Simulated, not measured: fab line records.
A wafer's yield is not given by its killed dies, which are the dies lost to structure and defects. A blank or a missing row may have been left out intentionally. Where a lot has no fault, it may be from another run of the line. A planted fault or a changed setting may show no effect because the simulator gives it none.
The tool behind it: which one? -- flow gf180mcu -- 36 wafers from 12 lots sampled at 4 of the route's 602 steps

## WHAT EACH GAUGE READ, for each wafer
GF_CONTACT_CD_MEAS_14: target cd 220 nm.
lot,measured,on,cd_nm (nm)
L296,day 16 05:58,cd_sem-02,220.0 219.8 220.6
L297,day 16 12:34,cd_sem-02,217.3 217.1 216.7
L298,day 16 22:47,cd_sem-02,220.4 219.5 219.6
L299,day 17 07:44,cd_sem-02,221.1 218.7 218.5
L300,day 17 14:22,cd_sem-01,217.3 217.6 217.4
L304,day 19 08:58,cd_sem-01,221.5 220.6 221.2
L305,day 19 16:22,cd_sem-01,239.9 238.6 237.7
L309,day 21 03:40,cd_sem-02,238.3 238.1 238.7
L310,day 21 13:53,cd_sem-01,221.1 218.1 219.4
L311,day 21 19:09,cd_sem-01,219.7 218.8 218.1
L312,day 21 22:56,cd_sem-01,217.9 218.7 218.5
L318,day 24 02:44,cd_sem-01,221.1 220.0 221.0

GF_M1_THK_MEAS_06: measures by xrf.
lot,measured,on,M1_ALCU_THK (nm)
L296,day 16 07:37,film_metro-02,439 433 436
L297,day 16 14:13,film_metro-03,452 456 451
L298,day 17 00:26,film_metro-02,453 450 449
L299,day 17 09:23,film_metro-02,445 439 446
L300,day 17 16:00,film_metro-02,443 444 440
L304,day 19 10:42,film_metro-04,455 461 449
L305,day 19 18:01,film_metro-03,453 449 448
L309,day 21 05:18,film_metro-04,439 446 446
L310,day 21 15:32,film_metro-02,444 449 449
L311,day 21 20:52,film_metro-04,441 444 446
L312,day 22 00:35,film_metro-02,443 442 447
L318,day 24 04:22,film_metro-04,453 444 452

GF_V2_RS_MEAS_24: measurement is done with a four-point probe.
lot,measured,on,V2_W_RS (ohm/sq)
L296,day 20 11:07,film_metro-04,0.335 0.326 0.326
L297,day 20 18:11,film_metro-03,0.317 0.319 0.317
L298,day 21 06:18,film_metro-01,0.327 0.325 0.329
L299,day 21 14:23,film_metro-01,0.330 0.330 0.323
L300,day 21 21:51,film_metro-01,0.335 0.332 0.333
L304,day 23 15:17,film_metro-01,0.322 0.321 0.335
L305,day 23 20:57,film_metro-03,0.324 0.327 0.332
L309,day 25 05:38,film_metro-04,0.327 0.336 0.323
L310,day 25 16:30,film_metro-01,0.323 0.326 0.337
L311,day 25 19:58,film_metro-03,0.335 0.333 0.325
L312,day 25 23:49,film_metro-01,0.326 0.335 0.326
L318,day 27 22:04,film_metro-04,0.330 0.325 0.327

## EACH LOT AND THE TOOL THAT RAN IT (in order: tool; ch and the chambers of the sampled wafers; start)
lot,GF_CONTACT_EXPOSE_11
L296,"krf_scanner-01 ch 0, day 15 19:31"
L297,"krf_scanner-01 ch 0, day 16 01:59"
L298,"krf_scanner-02 ch 0, day 16 12:04"
L299,"krf_scanner-01 ch 0, day 16 19:49"
L300,"krf_scanner-01 ch 0, day 17 02:47"
L304,"krf_scanner-01 ch 0, day 18 21:37"
L305,"krf_scanner-01 ch 0, day 19 04:25"
L309,"krf_scanner-01 ch 0, day 20 15:31"
L310,"krf_scanner-02 ch 0, day 21 02:27"
L311,"krf_scanner-02 ch 0, day 21 07:19"
L312,"krf_scanner-02 ch 0, day 21 11:23"
L318,"krf_scanner-02 ch 0, day 23 15:54"
- GF_CONTACT_EXPOSE_11: exposes mask Contact, target cd 220 nm.

## AS READ BY THE TOOLS THEMSELVES (means over the sampled wafers that have a number; for cases with no such wafer, the mark the record gives instead)
GF_CONTACT_EXPOSE_11.
lot,tool,exposure_dose_mJ_cm2,reticle_temp_C (C)
L296,krf_scanner-01,38.15,22.90
L297,krf_scanner-01,38.18,23.12
L298,krf_scanner-02,38.09,22.98
L299,krf_scanner-01,38.18,22.95
L300,krf_scanner-01,38.20,23.02
L304,krf_scanner-01,38.16,22.98
L305,krf_scanner-01,43.56,23.03
L309,krf_scanner-01,42.58,22.97
L310,krf_scanner-02,38.22,22.82
L311,krf_scanner-02,38.14,23.04
L312,krf_scanner-02,38.11,23.06
L318,krf_scanner-02,38.13,23.02

## THE ANSWER, worked out from the rows above alone
Rule: usual is defined by the lots themselves. Put in order of their means at a reading, lots are off if they are a third of the lots or fewer, leave a main group of 4 or more, and stand apart from it by a gap of 3 or more times the standard deviation of the main group's means; of several such gaps the widest counts. The tables above print the reading to a certain number of digits; a main group whose means all agree to those digits is not used. Also off: a lot with no number at a reading for which 4 or more lots have one. Any other lot the step has rows for is counted as sound. After the gauges, taken in route order, come the tools' own readings; for these a lot's mean is taken, as printed above. The first step at which some lot is off is used, and at that step the reading that is off furthest; a lot without a number counts as furthest.
Off: L305, L309, at GF_CONTACT_CD_MEAS_14 (cd_nm). Mean 219.2 nm and standard deviation 1.3 in the main group.
If a tool, at a process step before that reading, ran all the lots that are off and no sound lot after the first of them, it fits. Not tried: the gauges at GF_CONTACT_CD_MEAS_14; whatever is off there is also off at GF_CONTACT_EXPOSE_11, on other tools, and gauge error can't account for it. One fits: GF_CONTACT_EXPOSE_11 on krf_scanner-01. Its last sound lot is L304 (day 18 21:37), its first lot that is off L305 (day 19 04:25): a fault that began between those two fits.
The tool's own readings at GF_CONTACT_EXPOSE_11 bear it out: on the lots that are off they differ by more than 5 times the standard deviation of the sound lots' means. exposure_dose_mJ_cm2 reads 43.07 there against 38.16 on the sound lots.

## WHAT WAS PUT IN BY THE SIMULATOR
Process parameter drift: krf_scanner-01, from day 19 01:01 on, at GF_CONTACT_EXPOSE_11. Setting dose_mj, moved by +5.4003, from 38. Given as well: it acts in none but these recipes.
Shown lots that were struck: L305, L309. This agrees with what the rule above found.
